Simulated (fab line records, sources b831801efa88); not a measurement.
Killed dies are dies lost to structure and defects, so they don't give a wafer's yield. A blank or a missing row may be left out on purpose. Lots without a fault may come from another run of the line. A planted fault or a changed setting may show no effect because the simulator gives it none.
fab line records | flow sky130
record lots=11 wafers=33 last_day=50
route steps=708 shown FIELD_ISO@16 PWDE@52 VT_ADJUST_LVTN@117 LDD_P@265 PAD_OPEN@708
lots that met no fault: from a run of the same line without faults
start_h: hours from the record's first day to the start of the lot's first wafer shown | wait_h: hours since the lot's step before | " the same as in the row above | L1.1+2: a row that stands for several wafers | - no value, or no start given | * or withheld: withheld | < > ~ a bound
route shown NAME@n: a module of which the file shows steps, and the number in the route of the first | usual: mean/standard deviation of fault-free wafers | same: alike in all rows | chamber/n: place in a boat | sites: the reading at each site | _std_site: their standard deviation | _edge_site: outer sites' mean less inner sites' | radius_mm: how far each site lies from the wafer's centre | mask NAME#n: copy n | behind: the tool/chamber that last shaped the wafer | hold: why the lot was held/for how many hours/how that ended | device: the transistor (n, p or np) that didn't switch | end of line: the same wafers' tests at the end of the route | a step without rows: its recipe alone | killed: dies lost to structure and defects at the first sort, not the wafer's yield | map: a wafer's dies, x killed, . not, _ none there
set.NAME: the setting as run; set.NAME@STEP: as run at that earlier step | model.NAME: the simulator's own value behind a step, which no gauge read
steps of the route over a sample of lots; a table a step, a row a wafer
services: from which hour (start_h, from the record's first day; less than 0 if before it) a tool's chamber was out of use, for how many hours, and why
## steps
# step SKY_FIELD_ISO_ETCH_15
# recipe chemistry=CHF3/O2 target_depth_nm=180 stop_on=Si source_w=600 bias_w=200 pressure_mtorr=40 chf3_flow_sccm=50 O2_flow_sccm=5 time_s=72
# usual drypump_motor_current_A=5.4/0.41 oes_product_au=0.946/0.0064 run_length_s=100.4/0.37 throttle_valve_pct=8.844/0.0088
# columns lot.wafer tool chamber start_h wait_h drypump_motor_current_A oes_product_au rf_hours_counter_h run_length_s throttle_valve_pct
L831.3 rie_diel-03 2 33.53 0.0 5.3 0.934 157 100.4 8.844
L831.4 " 3 " " 5.8 0.938 51 100.7 8.832
L831.5 " 0 " " 5.5 0.934 - 100.4 8.838
L832.2 rie_diel-01 3 34.21 0.0 5.8 0.942 69 99.9 8.837
L832.5 " 0 " " 5.8 0.937 - 100.6 8.844
L832.6 " 2 " " 4.7 0.940 - 100.5 8.832
L833.2 rie_diel-01 0 46.43 0.0 5.8 0.944 149 100.8 8.837
L833.3 " 1 " " 5.3 0.945 67 100.6 8.852
L833.6 " 3 " " 5.7 0.942 - 99.9 8.826
L834.2 rie_diel-04 0 46.61 0.0 5.7 0.942 50 100.4 8.830
L834.3 " 1 " " 5.1 0.946 159 100.5 8.849
L834.5 " 1 " " 5.1 0.949 - 100.2 8.840
L836.2 rie_diel-01 0 54.17 0.0 5.7 0.950 149 100.6 8.855
L836.3 " 3 " " 5.8 0.946 69 100.3 8.840
L836.4 " 1 " " 5.2 0.949 - 100.2 8.844
L843.2 rie_diel-01 2 90.61 0.0 4.7 0.998 66 84.8 8.853
L843.4 " 0 " " 5.8 0.984 150 85.1 8.870
L843.6 " 2 " " 4.7 0.996 - 84.8 8.851
L844.1 rie_diel-01 1 99.27 0.0 5.2 1.022 68 85.3 8.875
L844.2 " 2 " " 4.7 1.002 66 84.8 8.871
L844.4 " 0 " " 5.7 0.990 150 85.4 8.861
L846.2 rie_diel-03 1 108.77 0.0 4.6 0.961 142 100.7 8.854
L846.4 " 0 " " 5.5 0.945 19 99.5 8.842
L846.6 " 3 " " 5.8 0.947 - 100.8 8.843
L851.2 rie_diel-04 0 134.58 0.0 5.7 0.942 52 100.7 8.839
L851.3 " 3 " " 5.3 0.947 7 100.4 8.846
L851.6 " 0 " " 5.7 0.951 - 100.4 8.838
L852.3 rie_diel-03 1 147.37 0.0 4.6 0.955 142 100.5 8.845
L852.4 " 1 " " 4.6 0.948 - 100.5 8.851
L852.5 " 3 " " 5.8 0.949 - 100.7 8.842
L854.1 rie_diel-03 3 152.66 0.0 5.8 0.955 53 100.9 8.837
L854.2 " 1 " " 4.6 0.946 143 100.6 8.836
L854.6 " 3 " " 5.8 0.951 - 101.1 8.849
# step SKY_FIELD_ISO_STRIP_16
# recipe chemistry=O2/N2 power_w=1400 pressure_mtorr=1500 platen_temp_c=withheld o2_flow_sccm=3000 n2_flow_sccm=300 overash_fraction=0.5
# usual drypump_motor_current_A=5.6/0.46 oes_product_au=0.378/0.0046 strip_time_to_endpoint_s=3.56/0.039
# columns lot.wafer tool chamber start_h wait_h drypump_motor_current_A oes_product_au rf_hours_counter_h strip_time_to_endpoint_s
L831.3 plasma_asher-02 1 33.62 0.1 5.4 0.384 - 3.55
L831.4 " 0 " " 6.0 0.379 - 3.58
L831.5 " 0 " " 6.0 0.382 - 3.63
L832.2 plasma_asher-03 1 34.26 0.0 5.0 0.377 36 3.53
L832.5 " 0 " " 6.0 0.374 - 3.57
L832.6 " 1 " " 5.0 0.377 - 3.52
L833.2 plasma_asher-02 0 46.49 0.0 6.0 0.382 23 3.58
L833.3 " 1 " " 5.4 0.375 - 3.49
L833.6 " 0 " " 6.0 0.374 - 3.55
L834.2 plasma_asher-03 0 46.66 0.0 6.0 0.378 37 3.54
L834.3 " 0 " " 5.9 0.386 - 3.61
L834.5 " 1 " " 4.9 0.375 - 3.63
L836.2 plasma_asher-03 0 54.29 0.1 6.0 0.380 38 3.61
L836.3 " 1 " " 5.0 0.376 - 3.59
L836.4 " 0 " " 6.0 0.375 - 3.53
L843.2 plasma_asher-03 0 90.66 0.0 6.0 0.392 43 3.93
L843.4 " 1 " " 5.0 0.398 - 3.98
L843.6 " 0 " " 6.0 0.396 - 3.92
L844.1 plasma_asher-02 0 99.33 0.0 6.0 0.391 29 3.82
L844.2 " 1 " " 5.4 0.394 29 3.88
L844.4 " 1 " " 5.4 0.405 - 3.92
L846.2 plasma_asher-03 0 108.83 0.0 6.0 0.381 45 3.60
L846.4 " 1 " " 5.0 0.379 - 3.60
L846.6 " 1 " " 4.9 0.383 - 3.61
L851.2 plasma_asher-03 1 134.64 0.0 5.0 0.376 49 3.51
L851.3 " 1 " " 5.0 0.366 - 3.57
L851.6 " 0 " " 6.0 0.369 - 3.55
L852.3 plasma_asher-02 1 147.46 0.1 5.4 0.377 - 3.57
L852.4 " 0 " " 6.0 0.378 - 3.60
L852.5 " 1 " " 5.4 0.374 - 3.63
L854.1 plasma_asher-03 1 152.71 0.0 5.0 0.379 50 3.57
L854.2 " 0 " " 6.0 0.373 50 3.59
L854.6 " 0 " " 6.0 0.384 - 3.60
# step SKY_PWDE_OVL_MEAS_07
# usual PWDE_OVL=0.1/1.4
# columns lot.wafer tool chamber start_h wait_h PWDE_OVL[nm]
L832.2 overlay-02 - 81.07 - 1.4
L832.5 " - " " 1.0
L832.6 " - " " 0.3
L831.3 overlay-02 - 81.76 - 0.7
L831.4 " - " " 1.9
L831.5 " - " " 3.1
L834.2 overlay-02 - 86.11 - -3.0
L834.3 " - " " -1.6
L834.5 " - " " -2.5
L833.2 overlay-01 - 86.46 - -1.2
L833.3 " - " " -0.2
L833.6 " - " " -0.5
L836.2 overlay-01 - 95.46 - -1.6
L836.3 " - " " -1.6
L836.4 " - " " 0.1
L846.2 overlay-02 - 168.86 - -0.1
L846.4 " - " " -0.4
L846.6 " - " " -1.8
L851.2 overlay-01 - 183.06 - 0.2
L851.3 " - " " 0.2
L851.6 " - " " -0.3
L852.3 overlay-02 - 195.30 - 0.2
L852.4 " - " " -0.5
L852.5 " - " " -2.0
L854.1 overlay-01 - 205.00 - 2.3
L854.2 " - " " 1.6
L854.6 " - " " 3.2
# step SKY_VT_ADJUST_LVTN_STRIP_20
# recipe chemistry=O2/N2 power_w=1400 pressure_mtorr=1500 platen_temp_c=withheld o2_flow_sccm=3000 n2_flow_sccm=300 overash_fraction=0.5
# usual drypump_motor_current_A=5.4/0.43 oes_product_au=0.716/0.0039 strip_time_to_endpoint_s=14.18/0.033
# columns lot.wafer tool chamber start_h wait_h drypump_motor_current_A oes_product_au rf_hours_counter_h strip_time_to_endpoint_s
L832.2 plasma_asher-03 1 177.99 0.1 5.0 0.715 53 14.20
L832.5 " 1 " " 5.0 0.719 - 14.18
L832.6 " 0 " " 6.0 0.710 - 14.17
L831.3 plasma_asher-04 1 178.53 0.1 5.1 0.723 - 14.15
L831.4 " 0 " " 5.6 0.714 - 14.18
L831.5 " 0 " " 5.7 0.714 - 14.17
L834.2 plasma_asher-04 1 179.95 0.1 5.1 0.717 4 14.16
L834.3 " 1 " " 5.0 0.722 - 14.18
L834.5 " 0 " " 5.6 0.716 - 14.15
L833.2 plasma_asher-03 1 181.14 0.1 4.9 0.725 53 14.18
L833.3 " 0 " " 6.0 0.723 - 14.18
L833.6 " 1 " " 4.9 0.717 - 14.17
L836.2 plasma_asher-03 0 194.33 0.1 6.0 0.713 54 14.16
L836.3 " 0 " " 6.0 0.721 - 14.18
L836.4 " 1 " " 5.0 0.718 - 14.21
L846.2 plasma_asher-03 1 284.54 0.1 5.0 0.721 63 14.18
L846.4 " 0 " " 6.0 0.717 - 14.16
L846.6 " 1 " " 5.0 0.723 - 14.15
L851.2 plasma_asher-04 0 303.45 0.1 5.7 0.716 17 14.21
L851.3 " 0 " " 5.7 0.716 - 14.16
L851.6 " 0 " " 5.7 0.722 - 14.21
L852.3 plasma_asher-03 1 318.52 0.1 5.0 0.718 - 14.22
L852.4 " 0 " " 6.0 0.720 - 14.21
L852.5 " 1 " " 5.0 0.714 - 14.25
L854.1 plasma_asher-04 0 328.00 0.1 5.7 0.714 19 14.15
L854.2 " 1 " " 5.1 0.716 19 14.14
L854.6 " 0 " " 5.7 0.709 - 14.16
# step SKY_LDD_P_STRIP_10
# recipe chemistry=O2/N2 power_w=1400 pressure_mtorr=1500 platen_temp_c=withheld o2_flow_sccm=3000 n2_flow_sccm=300 overash_fraction=0.5
# usual drypump_motor_current_A=5.5/0.44 oes_product_au=0.715/0.0045 strip_time_to_endpoint_s=14.182/0.029
# columns lot.wafer tool chamber start_h wait_h drypump_motor_current_A oes_product_au rf_hours_counter_h strip_time_to_endpoint_s
L832.2 plasma_asher-01 1 456.27 0.1 5.8 0.723 2 14.228
L832.5 " 1 " " 5.8 0.710 - 14.188
L832.6 " 0 " " 4.9 0.712 - 14.162
L834.2 plasma_asher-02 1 475.66 0.1 5.4 0.713 66 14.138
L834.3 " 1 " " 5.4 0.712 - 14.193
L834.5 " 1 " " 5.4 0.708 - 14.138
L833.2 plasma_asher-01 1 476.26 0.1 5.8 0.723 4 14.169
L833.3 " 1 " " 5.8 0.715 - 14.171
L833.6 " 0 " " 4.9 0.708 - 14.169
L831.3 plasma_asher-02 0 476.58 0.1 6.0 0.715 - 14.154
L831.4 " 1 " " 5.4 0.715 - 14.175
L831.5 " 0 " " 6.0 0.710 - 14.159
L836.2 plasma_asher-02 0 482.71 0.1 6.0 0.715 68 14.246
L836.3 " 1 " " 5.4 0.716 - 14.202
L836.4 " 0 " " 6.0 0.719 - 14.181
L846.2 plasma_asher-03 1 595.37 0.1 5.0 0.723 94 14.192
L846.4 " 1 " " 5.0 0.717 - 14.207
L846.6 " 0 " " 6.0 0.721 - 14.204
L851.2 plasma_asher-02 1 613.87 0.1 5.4 0.715 81 14.204
L851.3 " 1 " " 5.4 0.714 - 14.203
L851.6 " 1 " " 5.4 0.711 - 14.186
L852.3 plasma_asher-02 0 631.16 0.1 6.0 0.718 - 14.231
L852.4 " 1 " " 5.4 0.715 - 14.175
L852.5 " 0 " " 6.0 0.718 - 14.223
L854.1 plasma_asher-02 1 639.55 0.1 5.4 0.715 83 14.246
L854.2 " 0 " " 6.0 0.711 83 14.202
L854.6 " 1 " " 5.4 0.716 - 14.184
# step SKY_PAD_OPEN_PROBE_99
# usual killed_at_M0_to_M3=45/7.5 killed_at_M4_up=2.8/1.9 killed_at_contacts=25/5.5 killed_at_front_end=14/4 killed_at_other=0.3/0.75 killed_dies=87/9.4 killed_on_rim=17/3.8 killed_open=47/6.6 killed_short=39/6.6
# same gross_dies=492 killed_at_back_side=0
# columns lot.wafer tool chamber start_h wait_h killed_at_M0_to_M3 killed_at_M4_up killed_at_contacts killed_at_front_end killed_at_other killed_dies killed_on_rim killed_open killed_short
L834.2 prober-01 - 1106.73 0.1 31 5 28 10 0 74 11 43 30
L834.3 prober-01 - 1106.78 0.2 42 5 11 11 0 69 10 37 32
L834.5 prober-01 - 1106.88 0.2 44 2 17 17 0 80 12 38 42
L831.3 prober-02 - 1106.80 0.2 43 1 28 13 1 86 14 47 39
L831.4 prober-02 - 1106.85 0.2 34 0 39 14 0 87 20 49 38
L831.5 prober-02 - 1106.90 0.2 52 3 31 14 1 101 21 52 49
L833.2 prober-01 - 1108.39 0.1 40 2 14 10 0 66 12 40 26
L833.3 prober-01 - 1108.44 0.2 43 0 34 10 0 87 16 46 41
L833.6 prober-01 - 1108.59 0.2 51 0 32 8 0 91 16 48 43
L843.2 prober-02 - 1160.37 0.1 47 3 34 408 0 492 96 51 43
L843.4 prober-02 - 1160.47 0.2 45 1 18 428 0 492 96 44 27
L843.6 prober-02 - 1160.57 0.2 40 1 20 431 0 492 96 37 35
L844.1 prober-02 - 1175.18 0.1 40 4 17 431 0 492 96 36 41
L844.2 prober-02 - 1175.23 0.1 33 2 25 432 0 492 96 35 42
L844.4 prober-02 - 1175.33 0.2 39 2 21 430 0 492 96 47 27
L846.2 prober-02 - 1181.98 0.1 61 3 35 23 0 122 24 67 55
L846.4 prober-02 - 1182.08 0.2 37 3 17 14 1 72 13 40 32
L846.6 prober-02 - 1182.18 0.2 48 5 30 10 0 93 21 50 43
L851.2 prober-02 - 1196.22 0.1 37 2 31 9 0 79 15 41 38
L851.3 prober-02 - 1196.27 0.2 55 2 31 15 0 103 20 62 41
L851.6 prober-02 - 1196.42 0.2 41 1 31 15 1 89 18 48 41
L854.1 prober-02 - 1207.51 0.1 56 6 24 11 0 97 24 49 48
L854.2 prober-02 - 1207.56 0.1 35 2 25 17 1 80 18 39 41
L854.6 prober-02 - 1207.76 0.2 51 4 33 16 0 104 18 51 53
# killed by level:class
L834.2 CONTACT:geometric_particle:open=11 LI_CONTACT:geometric_particle:open=6 METAL2:geometric_particle:short=6 LOCAL_INTERCONNECT:geometric_particle:short=5 VIA1:geometric_particle:open=5 LOCAL_INTERCONNECT:geometric_particle:open=4 VIA2:geometric_particle:open=4 VIA3:geometric_particle:short=4
L834.3 VIA1:geometric_particle:open=11 METAL2:geometric_particle:short=8 FIELD_ISO:geometric_particle:open=5 LI_CONTACT:geometric_particle:open=5 VIA2:geometric_particle:open=5 METAL4:geometric_particle:short=4 VIA3:geometric_particle:short=4 CONTACT:geometric_particle:open=3
L831.3 CONTACT:geometric_particle:open=14 VIA1:geometric_particle:open=10 VIA1:geometric_particle:short=7 METAL2:geometric_particle:short=7 LI_CONTACT:geometric_particle:open=6 CONTACT:geometric_particle:short=5 VIA2:geometric_particle:open=5 METAL1:geometric_particle:short=4
L831.4 CONTACT:geometric_particle:open=15 VIA2:geometric_particle:open=8 LI_CONTACT:geometric_particle:open=7 FIELD_ISO:geometric_particle:open=6 LOCAL_INTERCONNECT:geometric_particle:short=6 CONTACT:geometric_particle:short=6 METAL1:geometric_particle:short=5 VIA1:geometric_particle:short=5
L834.5 VIA1:geometric_particle:open=8 POLY_GATE:geometric_particle:short=6 METAL1:geometric_particle:short=6 VIA2:geometric_particle:open=6 VIA3:geometric_particle:open=5 CONTACT:geometric_particle:open=5 LOCAL_INTERCONNECT:geometric_particle:short=5 LI_CONTACT:geometric_particle:open=4
L831.5 CONTACT:geometric_particle:open=13 VIA1:geometric_particle:open=11 VIA3:geometric_particle:open=10 POLY_GATE:geometric_particle:short=7 LI_CONTACT:geometric_particle:open=7 METAL2:geometric_particle:short=7 METAL1:geometric_particle:short=5 METAL3:geometric_particle:short=5
L833.2 VIA1:geometric_particle:open=12 VIA2:geometric_particle:open=5 LI_CONTACT:geometric_particle:open=4 CONTACT:geometric_particle:short=4 CONTACT:geometric_particle:open=4 METAL1:geometric_particle:short=4 VIA1:geometric_particle:short=4 METAL2:geometric_particle:short=4
L833.3 VIA1:geometric_particle:open=13 LI_CONTACT:geometric_particle:open=10 CONTACT:geometric_particle:open=9 METAL3:geometric_particle:short=8 LOCAL_INTERCONNECT:geometric_particle:short=5 METAL2:geometric_particle:short=5 LI_CONTACT:geometric_particle:short=4 CONTACT:geometric_particle:short=4
L833.6 CONTACT:geometric_particle:open=10 VIA1:geometric_particle:open=10 CONTACT:geometric_particle:short=9 VIA2:geometric_particle:open=8 LI_CONTACT:geometric_particle:open=6 METAL2:geometric_particle:short=6 LOCAL_INTERCONNECT:geometric_particle:short=5 METAL1:geometric_particle:short=5
L843.2 FIELD_ISO:area_etch=398 LI_CONTACT:geometric_particle:open=11 VIA1:geometric_particle:open=10 CONTACT:geometric_particle:open=10 CONTACT:geometric_particle:short=8 VIA2:geometric_particle:open=7 METAL2:geometric_particle:short=6 VIA1:geometric_particle:short=5
L843.4 FIELD_ISO:area_etch=421 VIA1:geometric_particle:open=12 VIA3:geometric_particle:open=8 LI_CONTACT:geometric_particle:open=6 VIA2:geometric_particle:open=6 CONTACT:geometric_particle:open=6 VIA1:geometric_particle:short=5 CONTACT:geometric_particle:short=4
L843.6 FIELD_ISO:area_etch=420 VIA1:geometric_particle:open=12 CONTACT:geometric_particle:open=9 POLY_GATE:geometric_particle:open=5 METAL1:geometric_particle:short=5 VIA1:geometric_particle:short=5 POLY_GATE:geometric_particle:short=4 LI_CONTACT:geometric_particle:open=4
L844.1 FIELD_ISO:area_etch=415 VIA1:geometric_particle:open=10 METAL1:geometric_particle:short=5 CONTACT:geometric_particle:open=5 CONTACT:geometric_particle:short=5 FIELD_ISO:geometric_particle:short=4 LI_CONTACT:geometric_particle:open=4 VIA1:geometric_particle:short=4
L844.2 FIELD_ISO:area_etch=415 CONTACT:geometric_particle:short=9 METAL1:geometric_particle:short=7 CONTACT:geometric_particle:open=7 VIA1:geometric_particle:open=7 FIELD_ISO:geometric_particle:open=5 LOCAL_INTERCONNECT:geometric_particle:short=4 VIA3:geometric_particle:short=4
L844.4 FIELD_ISO:area_etch=418 VIA1:geometric_particle:open=15 CONTACT:geometric_particle:open=7 VIA2:geometric_particle:open=6 LI_CONTACT:geometric_particle:open=5 VIA1:geometric_particle:short=5 POLY_GATE:geometric_particle:open=4 CONTACT:geometric_particle:short=4
L846.2 VIA1:geometric_particle:open=17 CONTACT:geometric_particle:open=9 METAL1:geometric_particle:short=9 FIELD_ISO:geometric_particle:open=8 LI_CONTACT:geometric_particle:open=8 CONTACT:geometric_particle:short=8 VIA2:geometric_particle:open=8 FIELD_ISO:geometric_particle:short=7
L846.4 VIA1:geometric_particle:open=11 CONTACT:geometric_particle:open=7 FIELD_ISO:geometric_particle:short=6 VIA3:geometric_particle:open=5 VIA2:geometric_particle:open=5 METAL2:geometric_particle:short=4 METAL3:geometric_particle:short=4 METAL1:geometric_particle:short=3
L846.6 VIA2:geometric_particle:open=11 CONTACT:geometric_particle:open=10 VIA1:geometric_particle:open=9 LI_CONTACT:geometric_particle:open=8 POLY_GATE:geometric_particle:short=6 VIA1:geometric_particle:short=6 CONTACT:geometric_particle:short=5 METAL4:geometric_particle:short=5
L851.2 CONTACT:geometric_particle:open=11 CONTACT:geometric_particle:short=10 LI_CONTACT:geometric_particle:open=8 VIA3:geometric_particle:open=6 METAL1:geometric_particle:short=6 VIA1:geometric_particle:short=6 VIA1:geometric_particle:open=6 VIA2:geometric_particle:open=4
L851.3 VIA1:geometric_particle:open=14 VIA3:geometric_particle:open=10 CONTACT:geometric_particle:open=9 VIA2:geometric_particle:open=8 METAL2:geometric_particle:short=7 LI_CONTACT:geometric_particle:open=6 CONTACT:geometric_particle:short=6 LOCAL_INTERCONNECT:geometric_particle:short=5
L851.6 CONTACT:geometric_particle:open=14 METAL2:geometric_particle:short=8 CONTACT:geometric_particle:short=7 METAL1:geometric_particle:short=7 VIA1:geometric_particle:open=7 FIELD_ISO:geometric_particle:open=5 VIA2:geometric_particle:open=5 LI_CONTACT:geometric_particle:open=4
L854.1 VIA1:geometric_particle:open=10 VIA2:geometric_particle:open=10 VIA1:geometric_particle:short=8 METAL2:geometric_particle:short=7 CONTACT:geometric_particle:open=6 VIA3:geometric_particle:open=6 LI_CONTACT:geometric_particle:open=5 METAL1:geometric_particle:short=4
L854.2 CONTACT:geometric_particle:open=8 FIELD_ISO:geometric_particle:open=7 LI_CONTACT:geometric_particle:open=6 LOCAL_INTERCONNECT:geometric_particle:short=6 METAL2:geometric_particle:short=6 METAL1:geometric_particle:short=5 CONTACT:geometric_particle:short=4 VIA1:geometric_particle:open=4
L854.6 LI_CONTACT:geometric_particle:open=14 METAL2:geometric_particle:short=13 CONTACT:geometric_particle:open=10 VIA1:geometric_particle:open=9 VIA3:geometric_particle:open=6 VIA1:geometric_particle:short=5 POLY_GATE:geometric_particle:short=5 LI_CONTACT:geometric_particle:short=5
## services
# columns tool chamber start_h hours kind
rie_diel-01 0 26.09 3.3 repair
rie_diel-01 1 28.56 9.2 repair
rie_diel-03 - 30.83 0.5 repair
rie_diel-01 2 34.97 23.5 repair
plasma_asher-04 - 53.07 53.6 repair
plasma_asher-04 - 96.27 17.1 repair
plasma_asher-04 - 98.01 10.8 repair
plasma_asher-02 - 117.20 2.8 pm
rie_diel-01 3 158.88 7.2 repair
rie_diel-01 - 180.96 2.8 pm
rie_diel-01 2 223.49 2.9 repair
plasma_asher-03 - 226.45 0.9 repair
rie_diel-01 2 246.65 4.0 repair
rie_diel-01 1 253.16 13.2 repair
rie_diel-01 - 268.10 14.6 pm
rie_diel-01 3 289.70 11.1 repair
rie_diel-01 2 298.75 2.7 repair
rie_diel-01 0 305.63 2.6 repair
plasma_asher-02 - 400.19 0.5 repair
rie_diel-01 1 454.89 9.8 repair
plasma_asher-03 - 455.57 0.7 repair
rie_diel-01 0 554.22 4.8 repair
plasma_asher-03 - 568.71 1.1 repair
plasma_asher-03 - 570.49 1.9 repair
## key
first_sign step=SKY_FIELD_ISO_ETCH_15 reading=run_length_s direction=down sigmas=42 usual=* struck=*
effect step=SKY_FIELD_ISO_ETCH_15 reading=oes_product_au direction=up sigmas=8.3 usual=0.946 struck=0.999
effect step=SKY_FIELD_ISO_STRIP_16 reading=strip_time_to_endpoint_s direction=up sigmas=8.9 usual=* struck=*
effect step=SKY_PAD_OPEN_PROBE_99 reading=killed_at_front_end direction=up sigmas=99+ usual=14 struck=427
more_kills_born_at SKY_FIELD_ISO_ETCH_15@rie_diel-01=2487
met_at SKY_FIELD_ISO_ETCH_15
struck_lots L843,L844
later_rows_left_out L843.2,L843.4,L843.6,L844.1,L844.2,L844.4
tester_left_out L843,L844
not_acting_at SKY_PWDE_OVL_MEAS_07,SKY_VT_ADJUST_LVTN_STRIP_20,SKY_LDD_P_STRIP_10
onset_between 54.17 90.61
fault kind=process_parameter_drift tool=rie_diel-01 chamber=- onset_h=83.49 steps=SKY_FIELD_ISO_ETCH_15 channel=time_s offset=* shape=step end_h=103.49 acts_in=* stated=*
# tester_left_out: of these lots the tester's yield and bins aren't shown, on N5 and GAA mostly nor the transistor test; their killed dies are dies lost to structure and defects alone, not to doping, threshold or leakage, so they don't give the yield
# later_rows_left_out: the simulator's readings of these wafers behind a module that went badly wrong aren't trusted and aren't shown, but for the sort
